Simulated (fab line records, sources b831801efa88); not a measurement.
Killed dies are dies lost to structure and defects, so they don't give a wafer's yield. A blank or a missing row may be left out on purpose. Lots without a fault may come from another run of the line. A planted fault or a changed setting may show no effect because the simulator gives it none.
A struck lot beside a sound one | flow sfq_line | 41 steps out of a route of 325
Sound: wafers L107.3, L107.4, L107.5. Struck: wafer L128.4. (L128.2, L128.5 of the same lot were not struck and are left out.) The cause comes at the end.
At each step with rows: each side's tool, then ch and its chambers, then its first start. Under that, the readings that differ: sound wafers | struck wafers | difference of the means | sigmas: that difference in standard deviations of wafers without a fault.
alike: readings whose means differ by less than 2 such deviations, and words and numbers that are the same on both sides. not compared: withheld readings, readings that some wafer has no value for, bounds like >300 that may hide the same value, and numbers for which the record gives no deviation and whose values overlap.
The two part at a step that has a row with sigmas, a row that says differs or no value, or rows on one side only. Numbers that don't overlap but have no deviation are shown without sigmas and don't part them. A reading that every wafer of one side lacks parts them only if that side has two wafers or more.

first, 3 steps without rows for these wafers: SFQ_TRILAYER_I4_VIA_LITHO_EXPOSE_104 (exposes mask I4, target cd 700 nm); SFQ_TRILAYER_I4_VIA_LITHO_PEB_106 (peb time 60 s); SFQ_TRILAYER_I4_VIA_LITHO_DEVELOP_105 (time 60 s).
SFQ_I4_OVL_MEAS_928:
  sound on overlay-02, day 37 02:38; struck on overlay-02, day 57 16:01
  alike: I4_OVL
then, 2 steps without rows for these wafers: SFQ_TRILAYER_I4_VIA_BARC_OPEN_VIA_ETCH_146 (etches BARC in O2, target depth 125 nm, time 41.7 s); SFQ_TRILAYER_I4_VIA_ETCH_VIA_ETCH_106 (etches SiO2 in CHF3, stops on Nb, target depth 260 nm).
SFQ_TRILAYER_I4_VIA_STRIP_STRIP_107: strips in O2.
  sound on rie_metal-03 ch 0,1, day 37 03:01; struck on rie_metal-03 ch 1, day 57 16:12
  alike: drypump_motor_current_A, oes_product_au
  not compared: rf_hours_counter_h
then, 3 steps without rows for these wafers: SFQ_TRILAYER_I4_VIA_STRIP_SOLV_CLEAN_108 (cleans in NMP, time 600 s); SFQ_TRILAYER_JJ_TRILAYER_DEP_PRE_CLEAN_113 (time 22.5 s); SFQ_TRILAYER_JJ_TRILAYER_DEP_SPUTTER_109 (material Nb, target thk 150 nm, time 100 s).
SFQ_TRILAYER_JJ_TRILAYER_DEP_SPUTTER_110: material Al, target thk 8 nm, time 10 s.
  sound on pvd_sputter-03, day 37 03:43; struck on pvd_sputter-06, day 57 17:05
  alike: cathode_dc_power_W, throttle_valve_pct
then, 1 step without rows for these wafers: SFQ_TRILAYER_JJ_TRILAYER_DEP_AL_OXIDATION_111 (oxidation time 600 s).
SFQ_TRILAYER_JJ_TRILAYER_DEP_SPUTTER_112: material Nb, target thk 170 nm, time 113.3 s.
  sound on pvd_sputter-03, day 37 04:44; struck on pvd_sputter-06, day 57 18:07
  reading                                                      | sound                | struck | difference | sigmas
  cathode_dc_power_W (W)                                       | 1999.9 2000.0 1999.9 | 2385.5 | +385.6     | +99 or more
  model.Nb_of_TRILAYER_JJ_TRILAYER_DEP_SPUTTER_112.thk_nm (nm) | 171.2 170.4 170      | 201.6  | +31.1      |
  alike: throttle_valve_pct
SFQ_JJ_RS_MEAS_929: measures by four-point-probe.
  sound on film_metro-01, day 37 04:51; struck on film_metro-01, day 57 18:30
  reading           | sound             | struck | difference | sigmas
  JJ_NB_RS (ohm/sq) | 1.042 1.044 1.048 | 0.884  | -0.161     | -15
  not compared: hold
then, 5 steps without rows for these wafers: SFQ_TRILAYER_JJ_CE_LITHO_COAT_114 (resist thk 600 nm); SFQ_TRILAYER_JJ_CE_LITHO_SOFTBAKE_118; SFQ_TRILAYER_JJ_CE_LITHO_EXPOSE_115 (exposes mask J5, target cd 700 nm); SFQ_TRILAYER_JJ_CE_LITHO_PEB_117 (peb time 60 s); SFQ_TRILAYER_JJ_CE_LITHO_DEVELOP_116 (time 60 s).
-- the record jumps here: 6 days lie between the struck wafers' starts before and after --
SFQ_JJ_OVL_MEAS_931:
  sound on overlay-01, day 43 09:04; struck on overlay-01, day 63 16:42
  alike: J5_OVL
then, 12 steps without rows for these wafers: SFQ_TRILAYER_JJ_CE_METRO_MEASURE_117; SFQ_TRILAYER_JJ_CE_BARC_OPEN_RIE_150 (chemistry O2, target BARC, target depth 240 nm, time 80 s); SFQ_TRILAYER_JJ_CE_ETCH_RIE_118 (chemistry SF6, target Nb, stops on Al2O3, time 97.7 s, target depth 170 nm); SFQ_TRILAYER_JJ_ANODIZE_ANODIZE_119; SFQ_TRILAYER_JJ_CE_STRIP_STRIP_120 (strips in O2); SFQ_TRILAYER_JJ_CE_STRIP_SOLV_CLEAN_121 (cleans in NMP, time 600 s); SFQ_TRILAYER_M5_LITHO_COAT_128 (resist thk 62 nm); SFQ_TRILAYER_M5_LITHO_COAT_123 (resist thk 600 nm); SFQ_TRILAYER_M5_LITHO_SOFTBAKE_127; SFQ_TRILAYER_M5_LITHO_EXPOSE_124 (exposes mask M5, target cd 700 nm); SFQ_TRILAYER_M5_LITHO_PEB_126 (peb time 60 s); SFQ_TRILAYER_M5_LITHO_DEVELOP_125 (time 60 s).
-- the record jumps here: 6 days lie between the struck wafers' starts before and after --
SFQ_M5_OVL_MEAS_932:
  sound on overlay-02, day 49 02:01; struck on overlay-01, day 69 15:43
  alike: M5_OVL
then, 1 step without rows for these wafers: SFQ_TRILAYER_M5_BARC_OPEN_METAL_ETCH_161 (etches BARC in O2, target depth 125 nm, time 41.7 s).
SFQ_TRILAYER_M5_ETCH_METAL_ETCH_126: etches Nb in Cl2/BCl3, stops on SiO2, time 203.2 s, target depth 265 nm.
  sound on rie_metal-02 ch 0,1, day 49 02:10; struck on rie_metal-02 ch 0, day 69 15:48
  alike: drypump_motor_current_A, oes_product_au, rf_fwd_power_W
  not compared: rf_hours_counter_h
SFQ_TRILAYER_M5_STRIP_STRIP_127: strips in O2.
  sound on rie_metal-02 ch 0,1, day 49 02:30; struck on rie_metal-02 ch 0, day 69 16:00
  alike: drypump_motor_current_A, oes_product_au
  not compared: rf_hours_counter_h
then, 2 steps without rows for these wafers: SFQ_TRILAYER_M5_STRIP_SOLV_CLEAN_128 (cleans in NMP, time 600 s); SFQ_TRILAYER_A5B_DEP_PECVD_129 (deposits SiO2 from SiH4/N2O, time 133.33 s, target thk 600 nm).
SFQ_TRILAYER_A5B_CMP_CMP_130: polishes, stops on Nb, target thk 340.7 nm.
  sound on cmp-01 ch 0,1,2, day 49 22:46; struck on cmp-01 ch 1, day 69 17:53
  alike: motor_current_A
then, 1 step without rows for these wafers: SFQ_TRILAYER_A5B_METRO_MEASURE_131.
SFQ_TRILAYER_R5_ETCH_METAL_ETCH_139: etches the open film in Cl2, stops on SiO2, target depth 60 nm, time 40 s.
  sound on rie_metal-02 ch 0,1, day 55 14:56; struck on rie_metal-01 ch 1, day 70 00:37
  reading                                                      | sound           | struck | difference | sigmas
  model.Nb_of_TRILAYER_JJ_TRILAYER_DEP_SPUTTER_112.thk_nm (nm) | 161.2 160.5 160 | 191.7  | +31.1      |
  alike: drypump_motor_current_A, oes_product_au, rf_fwd_power_W
  not compared: rf_hours_counter_h

WHERE THEY PART
First at SFQ_TRILAYER_JJ_TRILAYER_DEP_SPUTTER_112; last, within this record, at SFQ_JJ_RS_MEAS_929. Later steps at which nothing parts them and some readings are alike: SFQ_JJ_OVL_MEAS_931, SFQ_M5_OVL_MEAS_932, SFQ_TRILAYER_M5_ETCH_METAL_ETCH_126, SFQ_TRILAYER_M5_STRIP_STRIP_127, SFQ_TRILAYER_A5B_CMP_CMP_130, SFQ_TRILAYER_R5_ETCH_METAL_ETCH_139.

WHY: what the simulator had put in
Process parameter drift: pvd_sputter-06, from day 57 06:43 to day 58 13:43, at SFQ_TRILAYER_JJ_TRILAYER_DEP_SPUTTER_112. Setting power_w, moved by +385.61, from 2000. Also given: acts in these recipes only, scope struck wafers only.
